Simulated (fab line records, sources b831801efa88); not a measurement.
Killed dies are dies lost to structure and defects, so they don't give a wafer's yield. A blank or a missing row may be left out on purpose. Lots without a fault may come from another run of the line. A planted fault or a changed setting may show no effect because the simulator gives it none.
Tool commonality check | flow sky130 | 11 lots, 33 wafers sampled

WHY IT WAS OPENED
At SKY_SONOS_ONO_THK_MEAS_01 the reading SONOS_ONO_OXIDATION_THK is flagged on 2 of 11 lots. Wafers without a fault read 2.60 nm, standard deviation 0.049.
Rule: a lot is flagged when every wafer of it that has a number lies more than 4 standard deviations from that mean, or none has a number. The other lots count as sound.

lot  | measured     | on            | SONOS_ONO_OXIDATION_THK (nm), wafer by wafer | flag
L529 | day 11 16:02 | film_metro-02 | 2.50 2.47 2.51                               |
L530 | day 12 05:26 | film_metro-03 | 2.60 2.68 2.66                               |
L531 | day 12 13:28 | film_metro-04 | 2.62 2.68 2.56                               |
L534 | day 13 08:09 | film_metro-02 | 2.68 2.72 2.70                               |
L535 | day 14 00:41 | film_metro-04 | 2.58 2.58 2.62                               |
L539 | day 15 00:27 | film_metro-02 | 2.55 2.64 2.60                               |
L541 | day 15 14:23 | film_metro-03 | 2.99 2.92 2.97                               | FLAGGED
L542 | day 16 01:44 | film_metro-04 | 2.61 2.63 2.51                               |
L543 | day 16 08:40 | film_metro-04 | 3.02 3.03 2.97                               | FLAGGED
L550 | day 19 01:10 | film_metro-03 | 2.61 2.64 2.56                               |
L551 | day 19 04:00 | film_metro-04 | 2.66 2.61 2.67                               |
The numbers of the flagged lots are 2.98 nm on average: +0.38 nm against the usual, or +8 standard deviations.

WHICH TOOL RAN EACH LOT
The record holds 2 process steps before the reading, out of a route of 708 steps. In each cell: the tool, then ch and the chambers that the sampled wafers went through, then the start.
lot  | flag    | SKY_PWDE_STRIP_09                   | SKY_SONOS_ONO_OXIDATION_00
L529 |         | plasma_asher-03 ch 0,1, day 4 01:55 | furnace-01 ch 0, day 11 14:41
L530 |         | plasma_asher-04 ch 0,1, day 4 11:02 | furnace-01 ch 0, day 12 04:05
L531 |         | plasma_asher-01 ch 0,1, day 4 14:52 | furnace-01 ch 0, day 12 12:06
L534 |         | plasma_asher-04 ch 0,1, day 5 05:22 | furnace-02 ch 0, day 13 06:47
L535 |         | plasma_asher-03 ch 0,1, day 5 16:16 | furnace-01 ch 0, day 13 23:19
L539 |         | plasma_asher-03 ch 0,1, day 6 11:10 | furnace-01 ch 0, day 14 23:05
L541 | FLAGGED | plasma_asher-04 ch 0,1, day 6 21:07 | furnace-01 ch 0, day 15 13:01
L542 |         | plasma_asher-04 ch 0,1, day 7 04:34 | furnace-02 ch 0, day 16 00:23
L543 | FLAGGED | plasma_asher-01 ch 0,1, day 7 09:44 | furnace-01 ch 0, day 16 07:20
L550 |         | plasma_asher-03 ch 0,1, day 9 05:56 | furnace-01 ch 0, day 18 23:48
L551 |         | plasma_asher-03 ch 0,1, day 9 09:22 | furnace-01 ch 0, day 19 02:39
What these steps do:
- SKY_PWDE_STRIP_09: strips in O2/N2.
- SKY_SONOS_ONO_OXIDATION_00: stabilise 600 s, purge 300 s, target thk 2.6 nm.
- SKY_SONOS_ONO_THK_MEAS_01

FLAGGED OVER TOTAL, TOOL BY TOOL (the gauges that took the reading come last)
step                       | tool            | lots run | flagged | share of the flagged lots | sound lots run after its first flagged lot
SKY_PWDE_STRIP_09          | plasma_asher-01 | 2        | 1       | some                      | 0
SKY_PWDE_STRIP_09          | plasma_asher-03 | 5        | 0       | none                      | -
SKY_PWDE_STRIP_09          | plasma_asher-04 | 4        | 1       | some                      | 1 (L542)
SKY_SONOS_ONO_OXIDATION_00 | furnace-01      | 9        | 2       | all                       | 2 (L550,L551)
SKY_SONOS_ONO_OXIDATION_00 | furnace-02      | 2        | 0       | none                      | -
SKY_SONOS_ONO_THK_MEAS_01  | film_metro-02   | 3        | 0       | none                      | -
SKY_SONOS_ONO_THK_MEAS_01  | film_metro-03   | 3        | 1       | some                      | 1 (L550)
SKY_SONOS_ONO_THK_MEAS_01  | film_metro-04   | 5        | 1       | some                      | 1 (L551)

WHAT THE TABLE ALLOWS
1 row of the table ran every flagged lot: furnace-01 at SKY_SONOS_ONO_OXIDATION_00.
- furnace-01 at SKY_SONOS_ONO_OXIDATION_00: 2 of its 9 lots flagged. Sound lots ran on it after the first flagged one (L550, L551), which a lasting fault on the whole tool wouldn't allow. Its own readings lie more than 4 standard deviations out on every wafer of the flagged lots: spike_tc_bottom_C, spike_tc_centre_C, spike_tc_lower_C, spike_tc_top_C, spike_tc_upper_C, tube_center_temp_C, tube_center_temp_C_max.
No row of the table ran every flagged lot and no sound lot after the first.

WHAT THE SIMULATOR HAD PUT IN
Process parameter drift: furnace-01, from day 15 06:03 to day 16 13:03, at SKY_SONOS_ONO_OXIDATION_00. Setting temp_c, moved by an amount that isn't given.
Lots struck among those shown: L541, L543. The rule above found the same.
